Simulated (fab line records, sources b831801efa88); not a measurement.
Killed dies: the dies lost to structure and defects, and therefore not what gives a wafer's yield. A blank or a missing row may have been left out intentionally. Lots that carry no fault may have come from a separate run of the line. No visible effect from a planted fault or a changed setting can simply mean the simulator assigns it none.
Which tool did it? / flow sky130 / 14 lots with 42 wafers sampled at 4 steps, on a route of 708 steps

WHAT EACH GAUGE READ, for each wafer
SKY_LI_CONTACT_CD_MEAS_12: target cd 170 nm.
lot=L258; measured=day 29 09:40; on=cd-sem-01; cd-nm (nm)=170.1 169.1 168.9
lot=L259; measured=day 29 14:26; on=cd-sem-02; cd-nm (nm)=170.4 170.7 168.7
lot=L261; measured=day 30 09:30; on=cd-sem-02; cd-nm (nm)=169.6 168.4 168.0
lot=L263; measured=day 31 04:13; on=cd-sem-02; cd-nm (nm)=168.3 167.2 168.8
lot=L266; measured=day 31 21:53; on=cd-sem-01; cd-nm (nm)=170.4 168.7 169.9
lot=L267; measured=day 32 06:49; on=cd-sem-01; cd-nm (nm)=171.1 169.8 171.3
lot=L269; measured=day 32 12:24; on=cd-sem-02; cd-nm (nm)=168.2 167.4 169.3
lot=L268; measured=day 32 14:20; on=cd-sem-02; cd-nm (nm)=168.2 167.5 168.7
lot=L270; measured=day 32 21:37; on=cd-sem-02; cd-nm (nm)=170.3 169.3 169.3
lot=L276; measured=day 35 07:20; on=cd-sem-01; cd-nm (nm)=172.4 171.6 171.2
lot=L277; measured=day 35 06:05; on=cd-sem-01; cd-nm (nm)=171.0 169.4 170.7
lot=L279; measured=day 35 23:57; on=cd-sem-02; cd-nm (nm)=171.2 171.1 170.2
lot=L280; measured=day 36 04:11; on=cd-sem-02; cd-nm (nm)=169.1 169.9 169.2
lot=L281; measured=day 36 13:01; on=cd-sem-01; cd-nm (nm)=171.1 170.9 171.5

WHAT TOOL EACH LOT RAN ON (gives the tool, then ch and the chambers of the sampled wafers, and finally the start)
lot=L258; SKY_POLY_GATE_ETCH_16=rie-diel-04 ch 0,2,3, day 16 16:53; SKY_SD_N_PEB_05=litho-track-04 ch 0, day 28 03:33; SKY_LI_CONTACT_CMP_02=cmp-01 ch 0,1,3, day 28 05:16
lot=L259; SKY_POLY_GATE_ETCH_16=rie-diel-04 ch 0,2, day 16 22:17; SKY_SD_N_PEB_05=litho-track-04 ch 0, day 28 07:48; SKY_LI_CONTACT_CMP_02=cmp-02 ch 0,2, day 28 09:28
lot=L261; SKY_POLY_GATE_ETCH_16=rie-diel-04 ch 0,2,3, day 17 18:17; SKY_SD_N_PEB_05=litho-track-01 ch 0, day 29 03:32; SKY_LI_CONTACT_CMP_02=cmp-01 ch 0,2, day 29 05:16
lot=L263; SKY_POLY_GATE_ETCH_16=rie-diel-01 ch 0,1,2, day 18 15:35; SKY_SD_N_PEB_05=litho-track-01 ch 0, day 29 22:56; SKY_LI_CONTACT_CMP_02=cmp-02 ch 0,1,2, day 30 00:40
lot=L266; SKY_POLY_GATE_ETCH_16=rie-diel-02 ch 0,3, day 19 11:28; SKY_SD_N_PEB_05=litho-track-01 ch 0, day 30 16:59; SKY_LI_CONTACT_CMP_02=cmp-02 ch 1,2,3, day 30 18:46
lot=L267; SKY_POLY_GATE_ETCH_16=rie-diel-04 ch 0,2, day 19 16:44; SKY_SD_N_PEB_05=litho-track-02 ch 0, day 31 01:18; SKY_LI_CONTACT_CMP_02=cmp-02 ch 0,2,3, day 31 03:05
lot=L269; SKY_POLY_GATE_ETCH_16=rie-diel-02 ch 1,3, day 20 01:34; SKY_SD_N_PEB_05=litho-track-04 ch 0, day 31 08:03; SKY_LI_CONTACT_CMP_02=cmp-01 ch 0,1, day 31 09:44
lot=L268; SKY_POLY_GATE_ETCH_16=rie-diel-04 ch 2,3, day 20 01:47; SKY_SD_N_PEB_05=litho-track-02 ch 0, day 31 08:30; SKY_LI_CONTACT_CMP_02=cmp-02 ch 1,2,3, day 31 10:16
lot=L270; SKY_POLY_GATE_ETCH_16=rie-diel-01 ch 0,1,3, day 20 14:43; SKY_SD_N_PEB_05=litho-track-04 ch 0, day 31 16:15; SKY_LI_CONTACT_CMP_02=cmp-02 ch 2,3, day 31 17:52
lot=L276; SKY_POLY_GATE_ETCH_16=rie-diel-04 ch 0,1,2, day 23 06:14; SKY_SD_N_PEB_05=litho-track-04, day 34 03:01; SKY_LI_CONTACT_CMP_02=cmp-01 ch 0,2,3, day 34 04:40
lot=L277; SKY_POLY_GATE_ETCH_16=rie-diel-02 ch 0,1, day 23 06:35; SKY_SD_N_PEB_05=litho-track-01, day 34 02:00; SKY_LI_CONTACT_CMP_02=cmp-02 ch 0,2, day 34 03:40
lot=L279; SKY_POLY_GATE_ETCH_16=rie-diel-01 ch 2,3, day 24 00:08; SKY_SD_N_PEB_05=litho-track-02 ch 0, day 34 20:27; SKY_LI_CONTACT_CMP_02=cmp-01 ch 0,1, day 34 22:11
lot=L280; SKY_POLY_GATE_ETCH_16=rie-diel-01 ch 0,1,3, day 24 10:14; SKY_SD_N_PEB_05=litho-track-01 ch 0, day 35 00:23; SKY_LI_CONTACT_CMP_02=cmp-02 ch 0,1,3, day 35 02:23
lot=L281; SKY_POLY_GATE_ETCH_16=rie-diel-04 ch 0,1,3, day 24 15:14; SKY_SD_N_PEB_05=litho-track-04 ch 0, day 35 08:21; SKY_LI_CONTACT_CMP_02=cmp-01 ch 1,3, day 35 09:59
- SKY_POLY_GATE_ETCH_16: etches Si3N4 in CH3F/O2, stops on poly-Si, time 147.5 s, target depth 75 nm.
- SKY_SD_N_PEB_05
- SKY_LI_CONTACT_CMP_02: polishes PSG.

AS READ BY THE TOOLS THEMSELVES (means over the sampled wafers that have a number; for cases with no such wafer, the mark the record gives instead)
SKY_POLY_GATE_ETCH_16.
lot=L258; tool=rie-diel-04; drypump-motor-current-A (A)=5.3; oes-product-au (a.u.)=0.642; throttle-valve-pct (%)=10.543
lot=L259; tool=rie-diel-04; drypump-motor-current-A (A)=5.3; oes-product-au (a.u.)=0.639; throttle-valve-pct (%)=10.535
lot=L261; tool=rie-diel-04; drypump-motor-current-A (A)=5.3; oes-product-au (a.u.)=0.642; throttle-valve-pct (%)=10.535
lot=L263; tool=rie-diel-01; drypump-motor-current-A (A)=5.7; oes-product-au (a.u.)=0.642; throttle-valve-pct (%)=10.532
lot=L266; tool=rie-diel-02; drypump-motor-current-A (A)=5.6; oes-product-au (a.u.)=0.645; throttle-valve-pct (%)=10.534
lot=L267; tool=rie-diel-04; drypump-motor-current-A (A)=5.3; oes-product-au (a.u.)=0.640; throttle-valve-pct (%)=10.531
lot=L269; tool=rie-diel-02; drypump-motor-current-A (A)=5.9; oes-product-au (a.u.)=0.639; throttle-valve-pct (%)=10.538
lot=L268; tool=rie-diel-04; drypump-motor-current-A (A)=5.3; oes-product-au (a.u.)=0.643; throttle-valve-pct (%)=10.530
lot=L270; tool=rie-diel-01; drypump-motor-current-A (A)=5.6; oes-product-au (a.u.)=0.634; throttle-valve-pct (%)=10.528
lot=L276; tool=rie-diel-04; drypump-motor-current-A (A)=5.2; oes-product-au (a.u.)=0.647; throttle-valve-pct (%)=10.534
lot=L277; tool=rie-diel-02; drypump-motor-current-A (A)=5.8; oes-product-au (a.u.)=0.643; throttle-valve-pct (%)=10.529
lot=L279; tool=rie-diel-01; drypump-motor-current-A (A)=5.9; oes-product-au (a.u.)=0.644; throttle-valve-pct (%)=10.542
lot=L280; tool=rie-diel-01; drypump-motor-current-A (A)=5.6; oes-product-au (a.u.)=0.638; throttle-valve-pct (%)=10.531
lot=L281; tool=rie-diel-04; drypump-motor-current-A (A)=5.2; oes-product-au (a.u.)=0.642; throttle-valve-pct (%)=10.536

SKY_SD_N_PEB_05.
lot=L258; tool=litho-track-04; exhaust-pa (Pa)=44.2
lot=L259; tool=litho-track-04; exhaust-pa (Pa)=44.6
lot=L261; tool=litho-track-01; exhaust-pa (Pa)=45.6
lot=L263; tool=litho-track-01; exhaust-pa (Pa)=44.0
lot=L266; tool=litho-track-01; exhaust-pa (Pa)=45.0
lot=L267; tool=litho-track-02; exhaust-pa (Pa)=44.6
lot=L269; tool=litho-track-04; exhaust-pa (Pa)=44.3
lot=L268; tool=litho-track-02; exhaust-pa (Pa)=44.1
lot=L270; tool=litho-track-04; exhaust-pa (Pa)=45.1
lot=L276; tool=litho-track-04; exhaust-pa (Pa)=-
lot=L277; tool=litho-track-01; exhaust-pa (Pa)=-
lot=L279; tool=litho-track-02; exhaust-pa (Pa)=45.7
lot=L280; tool=litho-track-01; exhaust-pa (Pa)=45.6
lot=L281; tool=litho-track-04; exhaust-pa (Pa)=44.7

SKY_LI_CONTACT_CMP_02.
lot=L258; tool=cmp-01; motor-current-A (A)=12.1; time-to-endpoint-s (s)=33.2
lot=L259; tool=cmp-02; motor-current-A (A)=12.5; time-to-endpoint-s (s)=31.5
lot=L261; tool=cmp-01; motor-current-A (A)=12.5; time-to-endpoint-s (s)=33.6
lot=L263; tool=cmp-02; motor-current-A (A)=12.9; time-to-endpoint-s (s)=31.6
lot=L266; tool=cmp-02; motor-current-A (A)=11.8; time-to-endpoint-s (s)=33.3
lot=L267; tool=cmp-02; motor-current-A (A)=12.0; time-to-endpoint-s (s)=34.3
lot=L269; tool=cmp-01; motor-current-A (A)=10.6; time-to-endpoint-s (s)=35.6
lot=L268; tool=cmp-02; motor-current-A (A)=11.6; time-to-endpoint-s (s)=29.6
lot=L270; tool=cmp-02; motor-current-A (A)=11.1; time-to-endpoint-s (s)=30.8
lot=L276; tool=cmp-01; motor-current-A (A)=12.6; time-to-endpoint-s (s)=34.7
lot=L277; tool=cmp-02; motor-current-A (A)=11.5; time-to-endpoint-s (s)=35.1
lot=L279; tool=cmp-01; motor-current-A (A)=10.8; time-to-endpoint-s (s)=33.0
lot=L280; tool=cmp-02; motor-current-A (A)=12.7; time-to-endpoint-s (s)=29.4
lot=L281; tool=cmp-01; motor-current-A (A)=13.0; time-to-endpoint-s (s)=31.0

THE ANSWER, worked out from the rows above alone
Rule: the lots themselves supply what counts as usual. Put in order of their means at a reading, lots are off if they are a third of the lots or fewer, leave a main group of 4 or more, and stand apart from it by a gap of 3 or more times the standard deviation of the main group's means; of several such gaps the widest counts. A main group is skipped when, at the precision printed for the reading in the tables above, its means are all equal. A lot without any number at a reading at which 4 lots or more have one is off too. Where the step has rows for the other lots, those lots are counted as sound. Order of review: gauges by route order, followed by the tools' own readings, for which a lot's mean as printed above is used. At the first step where some lot is off, the reading lying furthest off is the one used; lots without a number count as furthest.
Off: L276, L277 (SKY_SD_N_PEB_05, exhaust-pa). Without a number there: L276, L277. For the main group the mean is 44.8 Pa and the standard deviation 0.58.
A tool fits if, at that step or a process step before it, it ran every lot that is off, and no sound lot after the first of them. None of those tried fits.

WHAT THE SIMULATOR HAD INSERTED
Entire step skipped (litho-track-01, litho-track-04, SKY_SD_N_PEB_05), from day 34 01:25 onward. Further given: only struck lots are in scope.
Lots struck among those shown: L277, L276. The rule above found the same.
